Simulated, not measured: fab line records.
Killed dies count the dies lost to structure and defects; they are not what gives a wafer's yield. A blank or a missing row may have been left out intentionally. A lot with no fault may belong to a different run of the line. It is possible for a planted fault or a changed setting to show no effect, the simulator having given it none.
One fault seen from 2 desks -- flow gf180mcu -- only its own numbers are on each desk; what lay behind them is given at the end

DESK OF THE TOOL OWNER: pvd-sputter-03
The tool's own readings at GF_M1_SPUTTER_00 (material Ti, target thk 37.5 nm, time 150 s): means of the sampled wafers that have a number, for each lot that ran on this tool. Marked OUT: a lot whose mean sits more than 4 standard deviations from the usual mean, which makes it out of limits; the brackets give that distance.
Columns: A = cathode-dc-power-W at GF_M1_SPUTTER_00, usual 4000.0 W; B = chamber-pressure-pa at GF_M1_SPUTTER_00, usual 2.000 Pa; C = throttle-valve-pct at GF_M1_SPUTTER_00, usual 29.9 %
lot,first seen here,A,B,C
L853,day 18 06:04,3999.5,1.996,29.4
L863,day 22 03:58,3617.9 (-99 or more) OUT,2.000,29.7
L864,day 22 08:16,3617.0 (-99 or more) OUT,1.995,28.7
This desk's finding: out of limits on L863, L864; first on L863, day 22 03:58 (cathode-dc-power-W at GF_M1_SPUTTER_00). L853: within limits.

AT THE METROLOGY DESK
Means of the sampled wafers that have a number, per lot and without regard to the tool the lot ran on: this is what the gauges read. Marked OUT: a lot whose mean sits more than 4 standard deviations from the usual mean, which makes it out of limits; the brackets give that distance.
Columns: A = CONTACT_W_RS at GF_CONTACT_RS_MEAS_25, usual 0.381 ohm/sq; B = CONTACT_W_THK at GF_CONTACT_THK_MEAS_26, usual 304 nm
lot,first seen here,A,B
L850,day 17 08:40,0.384,300
L853,day 18 05:37,0.383,301
L862,day 21 19:41,0.383,303
L863,day 22 03:32,0.386,300
L864,day 22 07:47,0.376,308
L869,day 23 21:10,0.376,315
Finding of this desk: none of the 6 lots has anything out of limits.

BROUGHT TOGETHER
On L863, L864, at day 22 03:58, an alarm was possible from the tool owner's desk.
At the metrology desk, nothing out of limits was observed.
The metrology desk has L863, L864 on record, within its limits.
Every lot named ran GF_M1_SPUTTER_00 on pvd-sputter-03.

WHAT THE SIMULATOR PUT IN
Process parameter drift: pvd-sputter-03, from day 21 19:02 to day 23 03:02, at GF_M1_SPUTTER_00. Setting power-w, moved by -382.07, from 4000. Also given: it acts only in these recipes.
Lots struck among those shown: L863, L864.
How many hours passed from the start of the fault until each desk's first out-of-limits reading: the tool owner's desk, 9.
